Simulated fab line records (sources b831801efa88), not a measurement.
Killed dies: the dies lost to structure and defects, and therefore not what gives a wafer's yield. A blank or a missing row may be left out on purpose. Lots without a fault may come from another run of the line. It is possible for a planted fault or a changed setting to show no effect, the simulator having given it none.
Which tool is to blame? + flow sky130 + 39 wafers from 13 lots sampled at 4 of the route's 708 steps

## WHAT THE GAUGES SHOWED, per wafer
SKY_SD_P_CD_MEAS_07: the cd target is 380 nm. Usual: cd nm at 380.7 nm, with a standard deviation of 2.5.
| lot  | measured     | on        | cd nm (nm)        | flag |
|------|--------------|-----------|-------------------|------|
| L922 | day 24 23:50 | cd sem-01 | 382.2 381.7 384.4 |      |
| L923 | day 25 10:50 | cd sem-02 | 386.1 383.6 384.4 |      |
| L924 | day 26 01:25 | cd sem-02 | 381.4 380.2 383.4 |      |
| L925 | day 26 08:59 | cd sem-01 | 378.0 377.9 377.6 |      |
| L927 | day 26 13:54 | cd sem-01 | 380.1 378.0 379.2 |      |
| L926 | day 26 20:05 | cd sem-01 | 378.1 380.5 379.3 |      |
| L928 | day 27 09:24 | cd sem-02 | 380.2 377.8 380.3 |      |
| L929 | day 27 22:01 | cd sem-02 | 381.9 377.8 379.7 |      |
| L931 | day 28 05:13 | cd sem-01 | 377.0 376.0 376.9 |      |
| L932 | day 28 21:22 | cd sem-01 | 383.0 380.2 382.0 |      |
| L942 | day 32 05:18 | cd sem-02 | 379.0 382.7 382.0 |      |
| L944 | day 32 13:47 | cd sem-02 | 383.4 385.0 384.9 |      |
| L943 | day 32 17:59 | cd sem-01 | 381.7 380.1 377.7 |      |

SKY_RES_XHIGH_TW_MEAS_09. Usual: RES_XHIGH_TW gives 1630 (standard deviation 17).
| lot  | measured     | on            | RES_XHIGH_TW   | flag |
|------|--------------|---------------|----------------|------|
| L922 | day 26 05:23 | film metro-03 | 1649 1656 1652 |      |
| L923 | day 26 16:32 | film metro-01 | 1619 1620 1608 |      |
| L924 | day 27 06:41 | film metro-01 | 1624 1615 1616 |      |
| L925 | day 27 14:35 | film metro-03 | 1650 1646 1661 |      |
| L927 | day 27 19:39 | film metro-03 | 1652 1648 1652 |      |
| L926 | day 28 01:44 | film metro-02 | 1619 1620 1619 |      |
| L928 | day 28 14:02 | film metro-01 | 1598 1614 1603 |      |
| L929 | day 29 03:14 | film metro-03 | 1642 1654 1649 |      |
| L931 | day 29 10:14 | film metro-02 | 1627 1625 1627 |      |
| L932 | day 30 02:25 | film metro-03 | 1647 1649 1648 |      |
| L942 | day 33 08:26 | film metro-02 | 1623 1634 1626 |      |
| L944 | day 33 16:35 | film metro-02 | 1626 1616 1626 |      |
| L943 | day 33 20:41 | film metro-03 | 1655 1651 1656 |      |

## TOOL THAT RAN EACH LOT (tool first, then ch and the chambers of the sampled wafers, then the start)
| lot  | SKY_POLY_GATE_STRIP_18               | SKY_POLY_CUT_DEVELOP_07           |
|------|--------------------------------------|-----------------------------------|
| L922 | plasma asher-04 ch 0,1, day 15 22:50 | litho track-04 ch 0, day 23 18:00 |
| L923 | plasma asher-02 ch 0,1, day 16 11:52 | litho track-02 ch 0, day 24 05:00 |
| L924 | plasma asher-03 ch 0,1, day 17 00:11 | litho track-02 ch 0, day 24 20:00 |
| L925 | plasma asher-02 ch 0,1, day 17 08:28 | litho track-02 ch 0, day 25 03:00 |
| L927 | plasma asher-03 ch 0,1, day 17 15:50 | litho track-01 ch 0, day 25 09:00 |
| L926 | plasma asher-02 ch 0,1, day 17 19:53 | litho track-01 ch 0, day 25 14:00 |
| L928 | plasma asher-02 ch 0,1, day 18 09:22 | litho track-04 ch 0, day 26 03:00 |
| L929 | plasma asher-03 ch 0,1, day 18 22:55 | litho track-01 ch 0, day 26 16:00 |
| L931 | plasma asher-03 ch 0,1, day 19 08:05 | litho track-04 ch 0, day 26 23:00 |
| L932 | plasma asher-03 ch 0,1, day 19 21:02 | litho track-02 ch 0, day 27 16:00 |
| L942 | plasma asher-02 ch 0,1, day 23 10:13 | litho track-01 ch 0, day 31 00:00 |
| L944 | plasma asher-04 ch 0,1, day 24 03:17 | litho track-04 ch 0, day 31 10:00 |
| L943 | plasma asher-02 ch 0,1, day 24 06:47 | litho track-01 ch 0, day 31 14:00 |
- SKY_POLY_GATE_STRIP_18: strips in O2/N2.
- SKY_POLY_CUT_DEVELOP_07: develop time 60 s.

## AS READ BY THE TOOLS THEMSELVES (means over the sampled wafers that have a number; for cases with no such wafer, the mark the record gives instead)
SKY_POLY_GATE_STRIP_18. Usual: drypump motor current A 5.52 A, standard deviation 0.29; oes product au 0.360 a.u., standard deviation 0.0047; strip time to endpoint s 3.16 s, standard deviation 0.037.
| lot  | tool            | drypump motor current A (A) | oes product au (a.u.) | strip time to endpoint s (s) | flag |
|------|-----------------|-----------------------------|-----------------------|------------------------------|------|
| L922 | plasma asher-04 | 5.26                        | 0.360                 | 3.20                         |      |
| L923 | plasma asher-02 | 5.63                        | 0.359                 | 3.10                         |      |
| L924 | plasma asher-03 | 5.66                        | 0.363                 | 3.15                         |      |
| L925 | plasma asher-02 | 5.64                        | 0.357                 | 3.13                         |      |
| L927 | plasma asher-03 | 5.78                        | 0.358                 | 3.16                         |      |
| L926 | plasma asher-02 | 5.65                        | 0.362                 | 3.14                         |      |
| L928 | plasma asher-02 | 5.63                        | 0.357                 | 3.14                         |      |
| L929 | plasma asher-03 | 5.78                        | 0.356                 | 3.14                         |      |
| L931 | plasma asher-03 | 5.76                        | 0.361                 | 3.13                         |      |
| L932 | plasma asher-03 | 5.78                        | 0.366                 | 3.18                         |      |
| L942 | plasma asher-02 | 5.64                        | 0.358                 | 3.13                         |      |
| L944 | plasma asher-04 | 5.26                        | 0.363                 | 3.18                         |      |
| L943 | plasma asher-02 | 5.63                        | 0.362                 | 3.15                         |      |

SKY_POLY_CUT_DEVELOP_07. Usual: developer temp C 20.99 C, standard deviation 0.099; resist line temp C 22.99 C, standard deviation 0.11.
| lot  | tool           | developer temp C (C) | resist line temp C (C) | flag |
|------|----------------|----------------------|------------------------|------|
| L922 | litho track-04 | 20.89                | 22.86                  |      |
| L923 | litho track-02 | 20.95                | 22.95                  |      |
| L924 | litho track-02 | 21.07                | 23.07                  |      |
| L925 | litho track-02 | 21.00                | 23.02                  |      |
| L927 | litho track-01 | 21.07                | 23.09                  |      |
| L926 | litho track-01 | 21.02                | 23.03                  |      |
| L928 | litho track-04 | 20.99                | 22.87                  |      |
| L929 | litho track-01 | 21.13                | 23.06                  |      |
| L931 | litho track-04 | 20.90                | 22.99                  |      |
| L932 | litho track-02 | 20.97                | 23.10                  |      |
| L942 | litho track-01 | 20.15                | 22.92                  | OFF  |
| L944 | litho track-04 | 20.97                | 22.98                  |      |
| L943 | litho track-01 | 20.20                | 23.08                  | OFF  |

## THE ANSWER, worked out from the rows above alone
Rule: take the mean of a lot's wafers that have a number; if it is more than 3 standard deviations from the usual mean, the lot is off. A lot without any number at a reading at which 4 lots or more have one is off too. Any other lot the step has rows for is counted as sound. After the gauges, taken in route order, come the tools' own readings; for these a lot's mean is taken, as printed above. At the first step where some lot is off, the reading lying furthest off is the one used; lots without a number count as furthest.
Off at SKY_POLY_CUT_DEVELOP_07 (developer temp C): L942, L943.
If a tool, at that step or one of the process steps before it, ran each lot that is off and ran no sound lot following the first of them, it fits. Undecided on this evidence; 2 tools fit (plasma asher-02 at SKY_POLY_GATE_STRIP_18, litho track-01 at SKY_POLY_CUT_DEVELOP_07).

## WHAT THE SIMULATOR PUT IN
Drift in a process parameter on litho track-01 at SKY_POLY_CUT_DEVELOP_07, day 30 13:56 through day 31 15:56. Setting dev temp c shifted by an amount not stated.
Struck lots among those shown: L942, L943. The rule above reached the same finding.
